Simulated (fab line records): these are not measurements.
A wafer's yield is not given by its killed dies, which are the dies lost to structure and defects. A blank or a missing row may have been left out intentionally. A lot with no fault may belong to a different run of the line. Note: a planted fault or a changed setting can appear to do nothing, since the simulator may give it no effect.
fab line records | flow sky130
record: lots: 5 wafers: 15 last-day: 50
route steps=708 shown SONOS_ONO@184 GATE_OXIDE@187 POLY_GATE@204 RES_PROTECT@206
lots that met no fault: taken from a fault-free run of the same line
start-h: start of the lot's first displayed wafer, in hours after the record's first day | wait-h: time in hours since the lot's previous step | " repeats the value in the row above | L1.1+2: one row covering several wafers at once | - either no value or no given start | * or withheld: withheld | < > ~ a bound
route shown NAME@n: a module of which the file shows steps, and the number in the route of the first | usual: mean/standard deviation of fault-free wafers | same: alike in all rows | chamber/n: place in a boat | sites: readings site by site | _std_site: how widely they spread, as a standard deviation | _edge_site: mean of outer sites minus mean of inner sites | radius-mm: how far each site lies from the wafer's centre | mask NAME#n: copy n | behind: the most recent tool/chamber to have shaped the wafer | hold: why the lot was held/for how many hours/how that ended | device: the n, p or np transistor that did not switch | end of line: tests run on the same wafers once the route is complete | a step given without rows: its recipe and nothing more | killed: dies lost to structure and defects at the first sort, not the wafer's yield | map: shows each die of a wafer: x if killed, . if not, _ if none is there
set.NAME: the setting the step ran with; set.NAME@STEP: the setting that earlier step ran with | model.NAME: the simulator's own value behind a step, which no gauge read
lots seen at some steps along the route; tables by step, rows by wafer
services: when a tool's chamber went out of use (start-h, in hours from the record's first day, below 0 if earlier), for how many hours, and the reason
== steps ==
step: SKY_SONOS_ONO_WET_ETCH_16
recipe: chemistry: dHF target-depth-nm: 14 dry: n2-spin target: SiO2 dilution: 100:1 temp-c: 25 time-s: 280
columns lot.wafer tool chamber start-h wait-h
L077.3+4+6 wet-bench-03 3 297.79 0.0
L078.1+2+4 wet-bench-01 1 313.15 0.1
L082.3+5+6 wet-bench-02 0 345.49 0.0
L091.1+3+6 wet-bench-02 3 424.98 0.0
L095.4+5+6 wet-bench-01 0 458.83 0.0
step: SKY_SONOS_ONO_STRIP_17
recipe: chemistry: O2/N2 power-w: 1400 pressure-mtorr: 1500 platen-temp-c: withheld o2-flow-sccm: 3000 n2-flow-sccm: 300 overash-fraction: 0.5
usual: drypump-motor-current-A: 5.9/0.59 oes-product-au: 0.709/0.0045 strip-time-to-endpoint-s: 14.10/0.043
columns lot.wafer tool chamber start-h wait-h drypump-motor-current-A oes-product-au rf-hours-counter-h strip-time-to-endpoint-s
L077.3 plasma-asher-03 1 297.91 0.0 6.0 0.704 - 14.19
L077.4 " 0 " " 6.1 0.705 - 14.13
L077.6 " 1 " " 6.0 0.712 - 14.15
L078.1 plasma-asher-01 0 313.23 0.0 5.7 0.705 19 14.14
L078.2 " 1 " " 4.8 0.709 19 14.15
L078.4 " 1 " " 4.8 0.712 - 14.14
L082.3 plasma-asher-04 1 345.61 0.0 5.8 0.703 - 14.09
L082.5 " 0 " " 6.9 0.707 - 14.15
L082.6 " 1 " " 5.8 0.707 - 14.17
L091.1 plasma-asher-03 1 425.15 0.0 6.0 0.705 75 14.16
L091.3 " 1 " " 6.0 0.706 - 14.15
L091.6 " 0 " " 6.1 0.714 - 14.13
L095.4 plasma-asher-04 1 458.95 0.0 5.8 0.716 - 14.05
L095.5 " 0 " " 6.8 0.709 - 14.10
L095.6 " 1 " " 5.8 0.703 - 13.99
step: SKY_SONOS_ONO_WET_ETCH_18
recipe: chemistry: H3PO4 target-depth-nm: 15 target: Si3N4 temp-c: 160 time-s: 172
columns lot.wafer tool chamber start-h wait-h
L077.3+4+6 wet-bench-02 2 297.97 0.0
L078.1+2+4 wet-bench-01 2 313.38 0.1
L082.3+5+6 wet-bench-01 2 345.68 0.0
L091.1+3+6 wet-bench-01 2 425.25 0.1
L095.4+5+6 wet-bench-02 1 459.01 0.0
step: SKY_GATE_OXIDE_CLEAN_00
recipe: chemistry: SC1/SC2 mix: 1:4:20 temp-c: 70 time-s: 150 dry: n2-spin
columns lot.wafer tool chamber start-h wait-h
L077.3+4+6 wet-bench-03 1 298.03 0.0
L078.1+2+4 wet-bench-01 0 313.44 0.0
L082.3+5+6 wet-bench-03 1 345.74 0.0
L091.1+3+6 wet-bench-03 3 425.30 0.0
L095.4+5+6 wet-bench-01 3 459.12 0.0
step: SKY_GATE_OXIDE_OXIDATION_01
recipe: temp-c: 900 ambient: O2 stabilise-s: 600 purge-s: 300 target-thk-a: 102.68 ox-time-s: 1473
columns lot.wafer tool chamber start-h wait-h
L077.3+4+6 furnace-02 0 298.30 0.2
L078.1+2+4 furnace-02 0 314.50 1.0
L082.3+5+6 furnace-01 0 348.23 2.4
L091.1+3+6 furnace-02 0 426.44 1.1
L095.4+5+6 furnace-02 0 460.18 1.0
step: SKY_GATE_OXIDE_THK_MEAS_02
recipe: reads: SiO2_of_GATE_OXIDE_OXIDATION_01
usual: GATE_OXIDE_OXIDATION_00_THK: 10.19/0.2
columns lot.wafer tool chamber start-h wait-h GATE_OXIDE_OXIDATION_00_THK[nm]
L077.3 film-metro-02 - 299.73 0.0 10.01
L077.4 " - " " 10.03
L077.6 " - " " 10.05
L078.1 film-metro-02 - 315.91 0.0 10.22
L078.2 " - " " 10.20
L078.4 " - " " 10.20
L082.3 film-metro-01 - 349.66 0.0 10.32
L082.5 " - " " 10.27
L082.6 " - " " 10.13
L091.1 film-metro-04 - 427.84 0.0 10.33
L091.3 " - " " 10.19
L091.6 " - " " 10.13
L095.4 film-metro-01 - 461.62 0.0 10.34
L095.5 " - " " 10.14
L095.6 " - " " 10.35
step: SKY_GATE_OXIDE_DEHYDRATE_03
recipe: temp-c: 200 time-s: 60
usual: heater-power-total-W: 160.36/0.12
columns lot.wafer tool chamber start-h wait-h heater-power-total-W
L077.3 litho-track-03 0 311.81 12.1 160.32
L077.4 " 0 " " 160.39
L077.6 " 0 " " 160.37
L078.1 litho-track-01 0 328.70 12.8 160.54
L078.2 " 0 " " 160.36
L078.4 " 0 " " 160.50
L082.3 litho-track-01 0 362.50 12.8 160.31
L082.5 " 0 " " 160.47
L082.6 " 0 " " 160.35
L091.1 litho-track-04 0 442.30 14.4 160.31
L091.3 " 0 " " 160.28
L091.6 " 0 " " 160.18
L095.4 litho-track-04 0 477.02 15.4 160.30
L095.5 " 0 " " 160.11
L095.6 " 0 " " 160.21
step: SKY_GATE_OXIDE_HMDS_04
recipe: prime-time-s: 60 prime-temp-c: 120
columns lot.wafer tool chamber start-h wait-h
L077.3+4+6 litho-track-03 0 311.96 0.1
L078.1+2+4 litho-track-01 0 328.85 0.1
L082.3+5+6 litho-track-01 0 362.65 0.1
L091.1+3+6 litho-track-04 0 442.45 0.1
L095.4+5+6 litho-track-04 0 477.17 0.1
step: SKY_GATE_OXIDE_COAT_05
recipe: resist: NOVOLAK spin-rpm: 3000 resist-thk-nm: 1140
columns lot.wafer tool chamber start-h wait-h
L077.3+4+6 litho-track-03 0 312.11 0.1
L078.1+2+4 litho-track-01 0 329.00 0.1
L082.3+5+6 litho-track-01 0 362.80 0.1
L091.1+3+6 litho-track-04 0 442.60 0.1
L095.4+5+6 litho-track-04 0 477.32 0.1
step: SKY_GATE_OXIDE_SOFTBAKE_06
recipe: temp-c: 90 time-s: 60 resist: NOVOLAK
usual: heater-power-total-W: 56.59/0.043
columns lot.wafer tool chamber start-h wait-h heater-power-total-W
L077.3 litho-track-03 0 312.26 0.1 56.61
L077.4 " 0 " " 56.62
L077.6 " 0 " " 56.58
L078.1 litho-track-01 0 329.15 0.1 56.57
L078.2 " 0 " " 56.62
L078.4 " 0 " " 56.61
L082.3 litho-track-01 0 362.95 0.1 56.60
L082.5 " 0 " " 56.57
L082.6 " 0 " " 56.53
L091.1 litho-track-04 0 442.75 0.1 56.60
L091.3 " 0 " " 56.57
L091.6 " 0 " " 56.60
L095.4 litho-track-04 0 477.47 0.1 56.64
L095.5 " 0 " " 56.54
L095.6 " 0 " " 56.60
step: SKY_GATE_OXIDE_EXPOSE_07
recipe: mask-id: LVOM na: 0.6 source-shape: conventional sigma-outer: 0.6 polarization: unpolarized target-cd-nm: 600 dose-mj: 170
usual: reticle-temp-C: 23.00/0.11
same: sigma-outer: 0.6
columns lot.wafer tool chamber start-h wait-h mask reticle-temp-C
L077.3 iline-stepper-01 0 - - LVOM#0 23.09
L077.4 " 0 " " LVOM#0 22.94
L077.6 " 0 " " LVOM#0 22.79
L078.1 iline-stepper-02 0 - - LVOM#0 22.99
L078.2 " 0 " " LVOM#0 22.90
L078.4 " 0 " " LVOM#0 22.73
L082.3 iline-stepper-01 0 - - LVOM#0 23.21
L082.5 " 0 " " LVOM#0 23.09
L082.6 " 0 " " LVOM#0 23.36
L091.1 iline-stepper-01 0 - - LVOM#0 23.14
L091.3 " 0 " " LVOM#0 23.00
L091.6 " 0 " " LVOM#0 22.91
L095.4 iline-stepper-02 0 - - LVOM#0 23.02
L095.5 " 0 " " LVOM#0 22.95
L095.6 " 0 " " LVOM#0 22.81
step: SKY_GATE_OXIDE_PEB_08
recipe: temp-c: withheld time-s: * resist: NOVOLAK
columns lot.wafer tool chamber start-h wait-h
L077.3+4+6 litho-track-04 0 - -
L078.1+2+4 litho-track-04 0 - -
L082.3+5+6 litho-track-03 0 - -
L091.1+3+6 litho-track-01 0 - -
L095.4+5+6 litho-track-03 0 - -
step: SKY_GATE_OXIDE_DEVELOP_09
recipe: resist: NOVOLAK developer: TMAH develop-time-s: 60 dev-temp-c: 23
usual: developer-temp-C: 23.02/0.1
same: develop-time-s: 60
columns lot.wafer tool chamber start-h wait-h developer-temp-C
L077.3 litho-track-04 0 325.50 0.1 23.12
L077.4 " 0 " " 22.95
L077.6 " 0 " " 22.87
L078.1 litho-track-04 0 341.90 0.1 22.98
L078.2 " 0 " " 23.04
L078.4 " 0 " " 23.09
L082.3 litho-track-03 0 377.16 0.1 22.99
L082.5 " 0 " " 22.99
L082.6 " 0 " " 22.96
L091.1 litho-track-01 0 457.85 0.1 23.11
L091.3 " 0 " " 23.06
L091.6 " 0 " " 23.24
L095.4 litho-track-03 0 492.48 0.1 23.06
L095.5 " 0 " " 23.05
L095.6 " 0 " " 23.02
step: SKY_GATE_OXIDE_OVL_MEAS_10
usual: GATE_OXIDE_OVL: -0.1/1.5
columns lot.wafer tool chamber start-h wait-h GATE_OXIDE_OVL[nm]
L077.3 overlay-02 - 325.61 0.1 -1.9
L077.4 " - " " -2.9
L077.6 " - " " -1.4
L078.1 overlay-01 - 342.05 0.1 0.0
L078.2 " - " " -0.9
L078.4 " - " " -0.5
L082.3 overlay-01 - 377.27 0.1 1.9
L082.5 " - " " -0.1
L082.6 " - " " 1.0
L091.1 overlay-01 - 458.00 0.1 -0.7
L091.3 " - " " 1.1
L091.6 " - " " 0.7
L095.4 overlay-02 - 492.58 0.1 0.8
L095.5 " - " " 0.9
L095.6 " - " " 0.7
step: SKY_GATE_OXIDE_IMPLANT_11
recipe: species: B energy-kev: 10 dose-cm2: 2.6e+12 tilt-deg: withheld
usual: faraday-current-uA: 14.69/0.3
columns lot.wafer tool chamber start-h wait-h faraday-current-uA
L077.3 implanter-02 0 325.69 0.1 14.38
L077.4 " 0 " " 14.73
L077.6 " 0 " " 14.36
L078.1 implanter-01 0 342.09 0.0 14.59
L078.2 " 0 " " 14.90
L078.4 " 0 " " 14.61
L082.3 implanter-03 0 377.35 0.1 14.64
L082.5 " 0 " " 14.35
L082.6 " 0 " " 14.17
L091.1 implanter-01 0 458.04 0.0 14.87
L091.3 " 0 " " 14.35
L091.6 " 0 " " 14.52
L095.4 implanter-02 0 492.67 0.1 14.76
L095.5 " 0 " " 15.35
L095.6 " 0 " " 14.55
step: SKY_GATE_OXIDE_WET_ETCH_12
recipe: chemistry: dHF target-depth-nm: 16.8 dry: n2-spin target: SiO2 dilution: 100:1 temp-c: 25 time-s: 336
columns lot.wafer tool chamber start-h wait-h
L077.3+4+6 wet-bench-02 3 325.79 0.1
L078.1+2+4 wet-bench-02 1 342.28 0.2
L082.3+5+6 wet-bench-03 0 377.45 0.1
L091.1+3+6 wet-bench-02 2 458.19 0.1
L095.4+5+6 wet-bench-02 2 492.74 0.1
step: SKY_GATE_OXIDE_STRIP_13
recipe: chemistry: O2/N2 power-w: 1400 pressure-mtorr: 1500 platen-temp-c: withheld o2-flow-sccm: 3000 n2-flow-sccm: 300 overash-fraction: 0.5
usual: drypump-motor-current-A: 5.8/0.51 oes-product-au: 0.715/0.0049 strip-time-to-endpoint-s: 14.19/0.035
columns lot.wafer tool chamber start-h wait-h drypump-motor-current-A oes-product-au rf-hours-counter-h strip-time-to-endpoint-s
L077.3 plasma-asher-03 1 325.92 0.0 6.0 0.713 - 14.18
L077.4 " 0 " " 6.1 0.706 - 14.14
L077.6 " 0 " " 6.1 0.717 - 14.15
L078.1 plasma-asher-03 1 342.38 0.0 6.0 0.723 66 14.20
L078.2 " 0 " " 6.1 0.709 66 14.19
L078.4 " 0 " " 6.1 0.714 - 14.18
L082.3 plasma-asher-02 1 377.58 0.0 6.0 0.710 - 14.18
L082.5 " 1 " " 6.0 0.725 - 14.23
L082.6 " 0 " " 6.3 0.710 - 14.20
L091.1 plasma-asher-02 1 458.39 0.0 6.0 0.714 62 14.17
L091.3 " 1 " " 6.0 0.713 - 14.18
L091.6 " 1 " " 6.0 0.722 - 14.19
L095.4 plasma-asher-03 0 492.98 0.0 6.1 0.712 - 14.18
L095.5 " 1 " " 6.0 0.714 - 14.22
L095.6 " 0 " " 6.1 0.722 - 14.17
step: SKY_GATE_OXIDE_TW_MEAS_14
usual: GATE_OXIDE_TW: 224.6/1.1
columns lot.wafer tool chamber start-h wait-h GATE_OXIDE_TW
L077.3 film-metro-04 - 326.01 0.1 225.5
L077.4 " - " " 225.8
L077.6 " - " " 226.5
L078.1 film-metro-02 - 342.48 0.1 223.1
L078.2 " - " " 222.7
L078.4 " - " " 222.0
L082.3 film-metro-01 - 377.67 0.1 225.5
L082.5 " - " " 226.1
L082.6 " - " " 225.8
L091.1 film-metro-02 - 458.49 0.1 224.6
L091.3 " - " " 224.2
L091.6 " - " " 225.5
L095.4 film-metro-02 - 493.08 0.1 225.1
L095.5 " - " " 223.8
L095.6 " - " " 224.3
step: SKY_GATE_OXIDE_CLEAN_15
recipe: chemistry: SC1/SC2 mix: 1:4:20 temp-c: 70 time-s: 150 dry: n2-spin
columns lot.wafer tool chamber start-h wait-h
L077.3+4+6 wet-bench-01 1 326.05 0.0
L078.1+2+4 wet-bench-03 2 342.54 0.1
L082.3+5+6 wet-bench-03 0 377.71 0.0
L091.1+3+6 wet-bench-02 3 458.55 0.1
L095.4+5+6 wet-bench-01 2 493.11 0.0
step: SKY_GATE_OXIDE_OXIDATION_16
recipe: temp-c: 800 ambient: O2 idle-temp-c: 700 ramp-up-c-per-min: 10 ramp-down-c-per-min: 3 stabilise-s: 600 purge-s: 300 target-thk-a: 35.7 ox-time-s: 1915
usual: ramp-down-c-per-min: 3.0000/0.00053
columns lot.wafer tool chamber start-h wait-h ramp-down-c-per-min
L077.3 furnace-02 0 329.00 2.9 2.9990
L077.4 " 0 " " 2.9995
L077.6 " 0 " " 2.9995
L078.1 furnace-02 0 344.58 2.0 2.9994
L078.2 " 0 " " 2.9999
L078.4 " 0 " " 3.0001
L082.3 furnace-02 0 377.88 0.1 2.9999
L082.5 " 0 " " 3.0011
L082.6 " 0 " " 3.0006
L091.1 furnace-02 0 458.65 0.0 3.0006
L091.3 " 0 " " 3.0006
L091.6 " 0 " " 2.9995
L095.4 furnace-02 0 493.22 0.1 3.0002
L095.5 " 0 " " 3.0001
L095.6 " 0 " " 2.9994
step: SKY_POLY_GATE_CVD_00
recipe: material: poly-Si target-thk-nm: 180 temp-c: 620 time-s: 720 pressure-mtorr: 200
columns lot.wafer tool chamber start-h wait-h
L077.3+4+6 lpcvd-01 1 330.54 0.0
L078.1+2+4 lpcvd-01 1 346.11 0.0
L082.3+5+6 lpcvd-01 0 379.41 0.0
L091.1+3+6 lpcvd-01 1 460.18 0.0
L095.4+5+6 lpcvd-01 1 494.75 0.0
step: SKY_POLY_GATE_THK_MEAS_01
recipe: reads: poly-Si_of_POLY_GATE_CVD_00
usual: POLY_GATE_CVD_00_THK: 179.6/1.6
columns lot.wafer tool chamber start-h wait-h POLY_GATE_CVD_00_THK[nm]
L077.3 film-metro-04 - 331.76 0.0 181.2
L077.4 " - " " 180.5
L077.6 " - " " 181.1
L078.1 film-metro-04 - 347.31 0.0 179.3
L078.2 " - " " 178.3
L078.4 " - " " 178.7
L082.3 film-metro-03 - 380.63 0.0 178.1
L082.5 " - " " 178.9
L082.6 " - " " 176.2
L091.1 film-metro-03 - 461.38 0.0 181.0
L091.3 " - " " 179.8
L091.6 " - " " 179.3
L095.4 film-metro-04 - 495.98 0.0 181.8
L095.5 " - " " 182.4
L095.6 " - " " 180.8
step: SKY_RES_PROTECT_DEHYDRATE_00
recipe: temp-c: 200 time-s: 60
usual: heater-power-total-W: 160.37/0.13
columns lot.wafer tool chamber start-h wait-h heater-power-total-W
L077.3 litho-track-01 0 344.40 12.6 160.69
L077.4 " 0 " " 160.63
L077.6 " 0 " " 160.66
L078.1 litho-track-01 0 360.55 13.2 160.61
L078.2 " 0 " " 160.30
L078.4 " 0 " " 160.11
L082.3 litho-track-02 0 394.80 14.2 160.28
L082.5 " 0 " " 160.36
L082.6 " 0 " " 160.39
L091.1 litho-track-01 0 476.55 15.2 160.30
L091.3 " 0 " " 160.35
L091.6 " 0 " " 160.33
L095.4 litho-track-01 0 511.02 15.0 160.43
L095.5 " 0 " " 160.44
L095.6 " 0 " " 160.40
step: SKY_RES_PROTECT_HMDS_01
recipe: prime-time-s: 60 prime-temp-c: 120
columns lot.wafer tool chamber start-h wait-h
L077.3+4+6 litho-track-01 0 344.55 0.1
L078.1+2+4 litho-track-01 0 360.70 0.1
L082.3+5+6 litho-track-02 0 394.95 0.1
L091.1+3+6 litho-track-01 0 476.70 0.1
L095.4+5+6 litho-track-01 0 511.17 0.1
step: SKY_RES_PROTECT_COAT_02
recipe: resist: NOVOLAK spin-rpm: 3000 resist-thk-nm: 1140
columns lot.wafer tool chamber start-h wait-h
L077.3+4+6 litho-track-01 0 344.70 0.1
L078.1+2+4 litho-track-01 0 360.85 0.1
L082.3+5+6 litho-track-02 0 395.10 0.1
L091.1+3+6 litho-track-01 0 476.85 0.1
L095.4+5+6 litho-track-01 0 511.32 0.1
step: SKY_RES_PROTECT_SOFTBAKE_03
recipe: temp-c: 90 time-s: 60 resist: NOVOLAK
usual: heater-power-total-W: 56.60/0.04
columns lot.wafer tool chamber start-h wait-h heater-power-total-W
L077.3 litho-track-01 0 344.85 0.1 56.63
L077.4 " 0 " " 56.59
L077.6 " 0 " " 56.68
L078.1 litho-track-01 0 361.00 0.1 56.64
L078.2 " 0 " " 56.63
L078.4 " 0 " " 56.63
L082.3 litho-track-02 0 395.25 0.1 56.57
L082.5 " 0 " " 56.60
L082.6 " 0 " " 56.55
L091.1 litho-track-01 0 477.00 0.1 56.66
L091.3 " 0 " " 56.65
L091.6 " 0 " " 56.57
L095.4 litho-track-01 0 511.47 0.1 56.64
L095.5 " 0 " " 56.57
L095.6 " 0 " " 56.61
step: SKY_RES_PROTECT_EXPOSE_04
recipe: mask-id: RPM na: 0.6 source-shape: conventional sigma-outer: 0.6 polarization: unpolarized target-cd-nm: 1270 dose-mj: 131
usual: reticle-temp-C: 22.99/0.11
same: sigma-outer: 0.6
columns lot.wafer tool chamber start-h wait-h mask reticle-temp-C
L077.3 iline-stepper-02 0 - - RPM#0 22.99
L077.4 " 0 " " RPM#0 22.92
L077.6 " 0 " " RPM#0 22.90
L078.1 iline-stepper-02 0 - - RPM#0 22.88
L078.2 " 0 " " RPM#0 22.86
L078.4 " 0 " " RPM#0 22.89
L082.3 iline-stepper-02 0 - - RPM#0 23.20
L082.5 " 0 " " RPM#0 23.09
L082.6 " 0 " " RPM#0 23.01
L091.1 iline-stepper-01 0 - - RPM#0 22.87
L091.3 " 0 " " RPM#0 22.96
L091.6 " 0 " " RPM#0 22.84
L095.4 iline-stepper-01 0 - - RPM#0 22.82
L095.5 " 0 " " RPM#0 22.89
L095.6 " 0 " " RPM#0 23.01
step: SKY_RES_PROTECT_PEB_05
recipe: temp-c: withheld time-s: * resist: NOVOLAK
columns lot.wafer tool chamber start-h wait-h
L077.3+4+6 litho-track-01 0 - -
L078.1+2+4 litho-track-04 0 - -
L082.3+5+6 litho-track-02 0 - -
L091.1+3+6 litho-track-04 0 - -
L095.4+5+6 litho-track-02 0 - -
step: SKY_RES_PROTECT_DEVELOP_06
recipe: resist: NOVOLAK developer: TMAH develop-time-s: 60 dev-temp-c: 23
usual: developer-temp-C: 23.00/0.11
same: develop-time-s: 60
columns lot.wafer tool chamber start-h wait-h developer-temp-C
L077.3 litho-track-01 0 358.30 0.1 23.01
L077.4 " 0 " " 23.05
L077.6 " 0 " " 23.02
L078.1 litho-track-04 0 374.90 0.1 23.03
L078.2 " 0 " " 23.00
L078.4 " 0 " " 23.14
L082.3 litho-track-02 0 409.95 0.1 23.06
L082.5 " 0 " " 23.17
L082.6 " 0 " " 23.10
L091.1 litho-track-04 0 491.80 0.1 23.00
L091.3 " 0 " " 22.98
L091.6 " 0 " " 23.15
L095.4 litho-track-02 0 526.58 0.1 23.04
L095.5 " 0 " " 23.04
L095.6 " 0 " " 22.98
step: SKY_POLY_GATE_IMPLANT_02
recipe: species: P energy-kev: 30 dose-cm2: 7.7e+15 tilt-deg: 0
usual: faraday-current-uA: 12182/260
columns lot.wafer tool chamber start-h wait-h faraday-current-uA
L077.3 implanter-04 0 358.45 0.1 12401
L077.4 " 0 " " 12175
L077.6 " 0 " " 11889
L078.1 implanter-04 0 375.05 0.1 11837
L078.2 " 0 " " 12122
L078.4 " 0 " " 12348
L082.3 implanter-01 0 410.10 0.1 12435
L082.5 " 0 " " 12155
L082.6 " 0 " " 12670
L091.1 implanter-02 0 491.95 0.1 12195
L091.3 " 0 " " 12038
L091.6 " 0 " " 12482
L095.4 implanter-04 0 526.73 0.1 11821
L095.5 " 0 " " 11952
L095.6 " 0 " " 11880
step: SKY_RES_PROTECT_STRIP_07
recipe: chemistry: O2/N2 power-w: 1400 pressure-mtorr: 1500 platen-temp-c: withheld o2-flow-sccm: 3000 n2-flow-sccm: 300 overash-fraction: 0.5
usual: drypump-motor-current-A: 6.2/0.34 oes-product-au: 0.517/0.0046 strip-time-to-endpoint-s: 23.29/0.042
columns lot.wafer tool chamber start-h wait-h drypump-motor-current-A oes-product-au rf-hours-counter-h strip-time-to-endpoint-s
L077.3 plasma-asher-03 0 358.58 0.1 6.1 0.512 - 23.38
L077.4 " 1 " " 6.0 0.516 - 23.32
L077.6 " 1 " " 6.0 0.513 - 23.35
L078.1 plasma-asher-02 1 375.20 0.1 6.1 0.511 53 23.32
L078.2 " 0 " " 6.4 0.518 53 23.27
L078.4 " 0 " " 6.4 0.520 - 23.29
L082.3 plasma-asher-04 0 410.23 0.1 6.8 0.521 - 23.31
L082.5 " 0 " " 6.9 0.518 - 23.27
L082.6 " 1 " " 5.8 0.514 - 23.28
L091.1 plasma-asher-03 1 492.10 0.1 6.0 0.524 82 23.19
L091.3 " 1 " " 6.0 0.517 - 23.27
L091.6 " 1 " " 6.0 0.521 - 23.24
L095.4 plasma-asher-03 1 526.83 0.1 6.0 0.505 - 23.31
L095.5 " 0 " " 6.1 0.528 - 23.35
L095.6 " 1 " " 6.0 0.518 - 23.34
step: SKY_RES_PROTECT_TW_MEAS_08
usual: POLY_GATE_TW: 4039/22
columns lot.wafer tool chamber start-h wait-h POLY_GATE_TW
L077.3 film-metro-02 - 358.67 0.1 4037
L077.4 " - " " 4031
L077.6 " - " " 4041
L078.1 film-metro-01 - 375.30 0.1 4086
L078.2 " - " " 4085
L078.4 " - " " 4099
L082.3 film-metro-01 - 410.32 0.1 4038
L082.5 " - " " 4019
L082.6 " - " " 4035
L091.1 film-metro-02 - 492.20 0.1 4001
L091.3 " - " " 3970
L091.6 " - " " 3998
L095.4 film-metro-01 - 526.93 0.1 4030
L095.5 " - " " 4034
L095.6 " - " " 4023
step: SKY_RES_PROTECT_CLEAN_09
recipe: chemistry: SC1/SC2 mix: 1:4:20 temp-c: 70 time-s: 150 dry: n2-spin
columns lot.wafer tool chamber start-h wait-h
L077.3+4+6 wet-bench-01 2 358.71 0.0
L078.1+2+4 wet-bench-02 0 375.36 0.1
L082.3+5+6 wet-bench-02 0 410.36 0.0
L091.1+3+6 wet-bench-02 1 492.26 0.1
L095.4+5+6 wet-bench-04 3 526.96 0.0
step: SKY_POLY_GATE_CVD_03
recipe: material: Si3N4 precursor: DCS/NH3 target-thk-nm: 75 temp-c: 770 time-s: 1290 pressure-mtorr: 250
columns lot.wafer tool chamber start-h wait-h
L077.3+4+6 lpcvd-02 0 360.77 2.0
L078.1+2+4 lpcvd-02 0 375.91 0.5
L082.3+5+6 lpcvd-02 1 410.49 0.1
L091.1+3+6 lpcvd-02 1 492.36 0.0
L095.4+5+6 lpcvd-02 1 527.01 0.0
step: SKY_POLY_GATE_THK_MEAS_04
recipe: reads: Si3N4_of_POLY_GATE_CVD_03
usual: POLY_GATE_CVD_03_THK: 74.9/0.68
columns lot.wafer tool chamber start-h wait-h POLY_GATE_CVD_03_THK[nm]
L077.3 film-metro-01 - 362.15 0.0 74.6
L077.4 " - " " 74.6
L077.6 " - " " 74.4
L078.1 film-metro-04 - 377.27 0.0 74.5
L078.2 " - " " 75.4
L078.4 " - " " 74.9
L082.3 film-metro-01 - 411.87 0.0 73.8
L082.5 " - " " 74.8
L082.6 " - " " 74.6
L091.1 film-metro-03 - 495.42 0.0 74.7
L091.3 " - " " 74.7
L091.6 " - " " 74.5
L095.4 film-metro-01 - 529.08 0.0 75.4
L095.5 " - " " 75.7
L095.6 " - " " 74.7
step: SKY_POLY_GATE_DEHYDRATE_05
recipe: temp-c: 200 time-s: 60
usual: heater-power-total-W: 160.39/0.13
columns lot.wafer tool chamber start-h wait-h heater-power-total-W
L077.3 litho-track-02 0 375.45 13.3 160.24
L077.4 " 0 " " 160.39
L077.6 " 0 " " 160.20
L078.1 litho-track-02 0 391.45 14.2 160.31
L078.2 " 0 " " 160.57
L078.4 " 0 " " 160.47
L082.3 litho-track-01 0 426.40 14.5 160.48
L082.5 " 0 " " 160.47
L082.6 " 0 " " 160.62
L091.1 litho-track-01 0 509.80 14.4 160.30
L091.3 " 0 " " 160.29
L091.6 " 0 " " 160.31
L095.4 litho-track-01 0 543.52 14.4 160.43
L095.5 " 0 " " 160.51
L095.6 " 0 " " 160.48
step: SKY_POLY_GATE_HMDS_06
recipe: prime-time-s: 60 prime-temp-c: 120
columns lot.wafer tool chamber start-h wait-h
L077.3+4+6 litho-track-02 0 375.60 0.1
L078.1+2+4 litho-track-02 0 391.60 0.1
L082.3+5+6 litho-track-01 0 426.55 0.1
L091.1+3+6 litho-track-01 0 509.95 0.1
L095.4+5+6 litho-track-01 0 543.67 0.1
step: SKY_POLY_GATE_COAT_07
recipe: resist: BARC temp-c: withheld time-s: withheld spin-rpm: 3000 resist-thk-nm: 110
columns lot.wafer tool chamber start-h wait-h
L077.3+4+6 litho-track-02 0 375.75 0.1
L078.1+2+4 litho-track-02 0 391.75 0.1
L082.3+5+6 litho-track-01 0 426.70 0.1
L091.1+3+6 litho-track-01 0 510.10 0.1
L095.4+5+6 litho-track-01 0 543.82 0.1
== services ==
columns tool chamber start-h hours kind
implanter-02 - 294.15 15.6 repair
implanter-04 - 296.77 8.2 repair
iline-stepper-02 - 300.33 2.1 pm
implanter-01 - 300.58 2.7 repair
wet-bench-02 - 309.27 4.3 repair
wet-bench-03 - 309.47 5.8 repair
iline-stepper-02 - 316.19 3.8 repair
plasma-asher-04 - 317.28 3.5 repair
wet-bench-01 - 318.28 1.1 repair
furnace-02 - 335.85 4.4 pm
iline-stepper-02 - 349.79 2.3 repair
implanter-04 - 371.76 2.8 repair
lpcvd-02 - 383.48 2.8 pm
implanter-02 - 384.00 1.2 repair
lpcvd-01 - 396.74 14.6 pm
plasma-asher-02 - 398.54 0.4 repair
plasma-asher-04 - 399.44 9.5 pm
wet-bench-02 - 427.57 2.8 repair
iline-stepper-02 - 435.96 1.7 pm
wet-bench-01 - 475.56 3.3 repair
iline-stepper-02 - 488.33 4.3 repair
iline-stepper-01 - 512.70 0.6 repair
iline-stepper-02 - 518.63 0.7 repair
furnace-02 - 533.57 4.9 repair
== key ==
fault none
